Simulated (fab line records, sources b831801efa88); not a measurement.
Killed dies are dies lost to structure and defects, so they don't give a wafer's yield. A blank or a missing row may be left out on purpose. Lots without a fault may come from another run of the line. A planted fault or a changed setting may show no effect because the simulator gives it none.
Which tool did it? | flow sky130 | 14 lots, 42 wafers sampled, at 3 steps of a route of 708

WHAT THE GAUGES READ, wafer by wafer
SKY_NWELL_TW_MEAS_15. Usual: NWELL_TW 1822, standard deviation 21.
lot  | measured    | on            | NWELL_TW       | flag
L221 | day 4 14:10 | film_metro-02 | 1815 1814 1821 |
L222 | day 4 22:11 | film_metro-01 | 1802 1799 1814 |
L223 | day 4 23:31 | film_metro-01 | 1804 1806 1815 |
L224 | day 5 03:03 | film_metro-04 | 1843 1839 1843 |
L225 | day 6 01:53 | film_metro-04 | 1854 1852 1839 |
L226 | day 6 12:52 | film_metro-04 | 1855 1839 1842 |
L229 | day 6 21:57 | film_metro-01 | 1800 1803 1800 |
L233 | day 7 13:43 | film_metro-02 | 1800 1809 1809 |
L234 | day 7 22:51 | film_metro-01 | 1800 1805 1800 |
L237 | day 8 10:57 | film_metro-04 | 31 30 31       | OFF
L238 | day 8 15:49 | film_metro-04 | 30 30 30       | OFF
L239 | day 8 20:51 | film_metro-04 | 1834 1836 1842 |
L243 | day 9 22:23 | film_metro-01 | 1784 1803 1786 |
L242 | day 9 22:43 | film_metro-04 | 1841 1837 1837 |

WHICH TOOL RAN EACH LOT (tool, then ch and the chambers of the sampled wafers, then the start)
lot  | SKY_PWDE_STRIP_09                   | SKY_NWELL_STRIP_14
L221 | plasma_asher-04 ch 0,1, day 3 21:32 | plasma_asher-04 ch 0,1, day 4 14:05
L222 | plasma_asher-01 ch 0,1, day 4 05:18 | plasma_asher-04 ch 0,1, day 4 22:05
L223 | plasma_asher-02 ch 0,1, day 4 06:59 | plasma_asher-03 ch 0,1, day 4 23:26
L224 | plasma_asher-04 ch 0,1, day 4 10:36 | plasma_asher-04 ch 0,1, day 5 02:57
L225 | plasma_asher-01 ch 0,1, day 5 06:50 | plasma_asher-02 ch 0,1, day 6 01:47
L226 | plasma_asher-01 ch 0,1, day 5 17:26 | plasma_asher-02 ch 0,1, day 6 12:46
L229 | plasma_asher-01 ch 0,1, day 6 01:35 | plasma_asher-02 ch 0,1, day 6 21:51
L233 | plasma_asher-01 ch 0,1, day 6 17:56 | plasma_asher-02 ch 0,1, day 7 13:38
L234 | plasma_asher-04 ch 1, day 7 02:39   | plasma_asher-03 ch 1, day 7 22:44
L237 | plasma_asher-04 ch 0,1, day 7 13:44 | plasma_asher-04 ch 0,1, day 8 10:51
L238 | plasma_asher-02 ch 0,1, day 7 18:23 | plasma_asher-03 ch 0,1, day 8 15:43
L239 | plasma_asher-04 ch 0,1, day 7 23:18 | plasma_asher-02 ch 0,1, day 8 20:44
L243 | plasma_asher-02 ch 0,1, day 8 23:35 | plasma_asher-04 ch 0,1, day 9 22:16
L242 | plasma_asher-04 ch 0, day 8 23:56   | plasma_asher-03 ch 0,1, day 9 22:36
- SKY_PWDE_STRIP_09: strips in O2/N2.
- SKY_NWELL_STRIP_14: strips in O2/N2.

WHAT THE TOOLS THEMSELVES READ (means of the sampled wafers that have a number; where no wafer has one, the mark that the record gives instead)
SKY_PWDE_STRIP_09. Usual: chamber_pressure_mTorr 1500.0 mTorr, standard deviation 1.2; drypump_motor_current_A 5.8 A, standard deviation 0.43; oes_product_au 0.723 a.u., standard deviation 0.0045; strip_time_to_endpoint_s 36.95 s, standard deviation 0.1.
lot  | tool            | chamber_pressure_mTorr (mTorr) | drypump_motor_current_A (A) | oes_product_au (a.u.) | strip_time_to_endpoint_s (s) | flag
L221 | plasma_asher-04 | 1500.2                         | 5.4                         | 0.721                 | 37.04                        |
L222 | plasma_asher-01 | 1499.5                         | 5.8                         | 0.720                 | 36.79                        |
L223 | plasma_asher-02 | 1500.2                         | 6.0                         | 0.721                 | 36.93                        |
L224 | plasma_asher-04 | 1499.5                         | 5.4                         | 0.721                 | 36.92                        |
L225 | plasma_asher-01 | 1500.8                         | 5.8                         | 0.725                 | 36.90                        |
L226 | plasma_asher-01 | 1500.8                         | 5.6                         | 0.719                 | 36.96                        |
L229 | plasma_asher-01 | 1500.4                         | 5.6                         | 0.721                 | 37.04                        |
L233 | plasma_asher-01 | 1500.1                         | 5.8                         | 0.724                 | 36.97                        |
L234 | plasma_asher-04 | 1500.2                         | 5.2                         | 0.723                 | 36.99                        |
L237 | plasma_asher-04 | -                              | -                           | -                     | -                            | OFF
L238 | plasma_asher-02 | -                              | -                           | -                     | -                            | OFF
L239 | plasma_asher-04 | 1500.0                         | 5.4                         | 0.725                 | 36.99                        |
L243 | plasma_asher-02 | 1499.9                         | 6.0                         | 0.724                 | 37.18                        |
L242 | plasma_asher-04 | 1499.6                         | 6.0                         | 0.721                 | 36.85                        |

SKY_NWELL_STRIP_14. Usual: chamber_pressure_mTorr 1499.8 mTorr, standard deviation 1.2; drypump_motor_current_A 5.9 A, standard deviation 0.41; oes_product_au 0.722 a.u., standard deviation 0.0045; strip_time_to_endpoint_s 36.97 s, standard deviation 0.089.
lot  | tool            | chamber_pressure_mTorr (mTorr) | drypump_motor_current_A (A) | oes_product_au (a.u.) | strip_time_to_endpoint_s (s) | flag
L221 | plasma_asher-04 | 1499.5                         | 5.4                         | 0.722                 | 36.95                        |
L222 | plasma_asher-04 | 1499.5                         | 5.4                         | 0.722                 | 36.92                        |
L223 | plasma_asher-03 | 1501.8                         | 5.7                         | 0.726                 | 36.93                        |
L224 | plasma_asher-04 | 1499.5                         | 5.4                         | 0.723                 | 36.91                        |
L225 | plasma_asher-02 | 1500.7                         | 6.3                         | 0.722                 | 37.04                        |
L226 | plasma_asher-02 | 1500.3                         | 6.3                         | 0.723                 | 36.93                        |
L229 | plasma_asher-02 | 1500.4                         | 6.3                         | 0.724                 | 37.05                        |
L233 | plasma_asher-02 | 1500.4                         | 6.0                         | 0.722                 | 36.96                        |
L234 | plasma_asher-03 | 1499.0                         | 5.6                         | 0.724                 | 37.08                        |
L237 | plasma_asher-04 | 1499.5                         | 5.7                         | 0.736                 | 81.53                        | OFF
L238 | plasma_asher-03 | 1499.8                         | 5.8                         | 0.737                 | 81.18                        | OFF
L239 | plasma_asher-02 | 1498.6                         | 6.0                         | 0.717                 | 36.96                        |
L243 | plasma_asher-04 | 1499.6                         | 5.5                         | 0.725                 | 36.81                        |
L242 | plasma_asher-03 | 1500.0                         | 5.8                         | 0.719                 | 36.95                        |

THE ANSWER, worked out from the rows above alone
Rule: a lot is off if the mean of its wafers that have a number lies more than 3 standard deviations from the usual mean. A lot without any number at a reading at which 4 lots or more have one is off too. The other lots that the step has rows for count as sound. The gauges are gone through in route order, then the tools' own readings, and for those a lot's mean is taken as printed above. The first step at which some lot is off is used, and at that step the reading that is off furthest; a lot without a number counts as furthest.
Off: L237, L238, at SKY_NWELL_TW_MEAS_15 (NWELL_TW).
A tool fits if, at a process step before that reading, it ran every lot that is off, and no sound lot after the first of them. The gauges at SKY_NWELL_TW_MEAS_15 aren't tried: what is off there is off at SKY_PWDE_STRIP_09 too, on other tools, and a gauge's error can't cause that. None of those tried fits.

WHAT THE SIMULATOR HAD PUT IN
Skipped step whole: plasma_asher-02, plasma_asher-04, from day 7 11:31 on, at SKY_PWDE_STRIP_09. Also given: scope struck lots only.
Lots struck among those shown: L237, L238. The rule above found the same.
